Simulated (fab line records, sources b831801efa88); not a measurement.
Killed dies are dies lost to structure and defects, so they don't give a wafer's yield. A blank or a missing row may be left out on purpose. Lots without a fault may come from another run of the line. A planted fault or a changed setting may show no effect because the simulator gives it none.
One fault seen from 2 desks | flow gf180mcu | each desk has only its own numbers; what lay behind them comes last

THE TOOL OWNER'S DESK: pvd_sputter-02
The tool's own readings at GF_MIM_SPUTTER_08 (material AlCu, target thk 200 nm, time 10.6 s): means of the sampled wafers that have a number, for each lot that ran on this tool. A lot is out of limits, marked OUT, if its mean lies more than 4 standard deviations from the usual mean; the brackets give that distance.
Columns: A = throttle_valve_pct at GF_MIM_SPUTTER_08, usual 29.8 %
lot  | first seen here | A
L538 | day 25 13:07    | 29.7
L541 | day 26 15:59    | 29.4
L547 | day 29 01:34    | 30.2
L549 | day 29 18:16    | 29.0
This desk's finding: nothing out of limits on any of the 4 lots.

THE METROLOGY DESK
What the gauges read, lot by lot, whatever tool the lot ran on: means of the sampled wafers that have a number. A lot is out of limits, marked OUT, if its mean lies more than 4 standard deviations from the usual mean; the brackets give that distance.
Columns: A = V1_BOW at GF_V1_BOW_MEAS_05, usual 83 um; B = MIM_ALCU_RS at GF_MIM_RS_MEAS_10, usual 0.1604 ohm/sq; C = MIM_ALCU_THK at GF_MIM_THK_MEAS_11, usual 199.7 nm
lot  | first seen here | A  | B                | C
L538 | day 18 06:52    | 85 | 0.1603           | 198.9
L539 | day 18 20:19    | 82 | 0.1598           | 199.9
L540 | day 19 07:29    | 86 | 0.1604           | 199.1
L541 | day 19 12:29    | 80 | 0.1598           | 201.1
L547 | day 22 08:21    | 76 | 0.2117 (+34) OUT | 162.7 (-19) OUT
L549 | day 23 04:45    | 90 | 0.2111 (+34) OUT | 164.6 (-18) OUT
L552 | day 23 17:56    | 78 | 0.1600           | 199.7
L555 | day 24 15:19    | 84 | 0.1599           | 200.6
L556 | day 24 19:38    | 88 | 0.1623           | 199.5
L557 | day 25 03:20    | 74 | 0.1611           | 197.3
This desk's finding: out of limits on L547, L549; first on L547, day 29 01:41 (MIM_ALCU_RS at GF_MIM_RS_MEAS_10). In limits: L538, L539, L540, L541, L552, L555, L556, L557.

PUT TOGETHER
The metrology desk could have raised an alarm at day 29 01:41, on L547, L549.
The tool owner's desk saw nothing out of limits.
The tool owner's desk has L547, L549 on record, within its limits.
Of the lots named, all ran GF_MIM_SPUTTER_08 on pvd_sputter-02.

WHAT THE SIMULATOR HAD PUT IN
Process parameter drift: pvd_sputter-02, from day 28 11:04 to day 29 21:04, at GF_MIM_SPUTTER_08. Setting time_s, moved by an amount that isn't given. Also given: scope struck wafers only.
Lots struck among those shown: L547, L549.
Hours from the fault's start to each desk's first reading out of limits: the metrology desk, 15.
